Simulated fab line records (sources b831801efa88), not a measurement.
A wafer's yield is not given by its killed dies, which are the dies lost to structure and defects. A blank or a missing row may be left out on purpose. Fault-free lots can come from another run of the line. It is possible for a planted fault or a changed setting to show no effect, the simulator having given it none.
Split-lot trial    flow gf180mcu    route with 602 steps; 5 lots, 23 wafers read

## THE SPLIT ITSELF
At GF_M1_SPUTTER_04 (material TiN, target thk 50 nm, time 41.7 s), the setting power_w was moved away from the recipe's 6500 W on 11 of the 23 wafers read, by -11.1% to +7.3%. This setting was run at the recipe's value on the other wafers.

The reading is taken at the split's own step.

## THE READING
TiN_of_M1_SPUTTER_04.thk_nm (the simulator's own value, which no gauge read), in nm, at GF_M1_SPUTTER_04 (material TiN, target thk 50 nm, time 41.7 s). No usual value for it is given in the file. Average 50.15 nm, standard deviation 0.51 nm, over the 12 wafers here run with the recipe.

wafer   tool, chamber at the split  power_w as run, W  against the recipe  TiN_of_M1_SPUTTER_04.thk_nm, nm  against lot-mates on the recipe
L075.1  pvd_sputter-01, -           6972               +7.3%               53.81                            +3.31
L075.2  pvd_sputter-01, -           6972               +7.3%               53.65                            +3.15
L075.3  pvd_sputter-01, -           6500               recipe              50.72                            -
L075.5  pvd_sputter-01, -           6972               +7.3%               54.95                            +4.45
L075.6  pvd_sputter-01, -           6500               recipe              50.29                            -
L077.2  pvd_sputter-02, -           6500               recipe              49.8                             -
L077.3  pvd_sputter-02, -           6500               recipe              49.73                            -
L077.4  pvd_sputter-02, -           6500               recipe              50.11                            -
L077.5  pvd_sputter-02, -           5814               -10.6%              44.69                            -5.19
L077.6  pvd_sputter-02, -           5814               -10.6%              44.51                            -5.37
L080.1  pvd_sputter-02, -           6500               recipe              50.52                            -
L080.3  pvd_sputter-02, -           6500               recipe              50.33                            -
L080.6  pvd_sputter-02, -           6500               recipe              50.76                            -
L082.1  pvd_sputter-01, -           6500               recipe              50.97                            -
L082.2  pvd_sputter-01, -           6934               +6.7%               53.85                            +3.47
L082.3  pvd_sputter-01, -           6934               +6.7%               53.22                            +2.84
L082.5  pvd_sputter-01, -           6500               recipe              49.8                             -
L082.6  pvd_sputter-01, -           6934               +6.7%               54.47                            +4.09
L085.1  pvd_sputter-02, -           5776               -11.1%              43.97                            -5.43
L085.2  pvd_sputter-02, -           6500               recipe              49.35                            -
L085.3  pvd_sputter-02, -           5776               -11.1%              43.89                            -5.51
L085.5  pvd_sputter-02, -           5776               -11.1%              43.92                            -5.48
L085.6  pvd_sputter-02, -           6500               recipe              49.45                            -

FIT RESULTS
A straight line over all 23 wafers: TiN_of_M1_SPUTTER_04.thk_nm changes by +0.548 nm for each +1% of power_w; r = +0.99; the points scatter about the line by 0.49 nm.
The same after taking each lot's own level away (the mean of its wafers on the recipe; 23 wafers): +0.5 nm for each +1%; r = +0.99; scatter 0.37 nm.
According to that fit, moving power_w by its largest amount changes the reading by 5.6 nm.
Measured against the standard deviation above, the lots' own levels, which go from 49.400 to 50.537 nm, span 2.2 times it.
So the lot-to-lot level changes the slope little: the two slopes agree.
Check: with one of the wafers moved furthest among these (-11.1%) left out of the fit, the line predicts -5.56 nm for it against its lot-mates. It came out at -5.43 nm against them.

## ADDITIONAL SPLITS CARRIED BY THESE WAFERS
These wafers also went through other splits before the reading. Each is held against what the fit with the lots' levels taken away leaves over:
other split on the same wafers        wafers away from the commonest value  r with TiN_of_M1_SPUTTER_04.thk_nm (lot level and that fit taken away)
GF_SAB_CVD_00 time_s                  7                                     +0.40
GF_SAB_ETCH_11 source_w               11                                    +0.08
GF_CONTACT_CMP_04 leave_above_ref_nm  10                                    +0.01

## THE FILE'S OWN FIT
TiN_of_M1_SPUTTER_04.thk_nm changes by +0.499 nm for each +1% of power_w, r = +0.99.
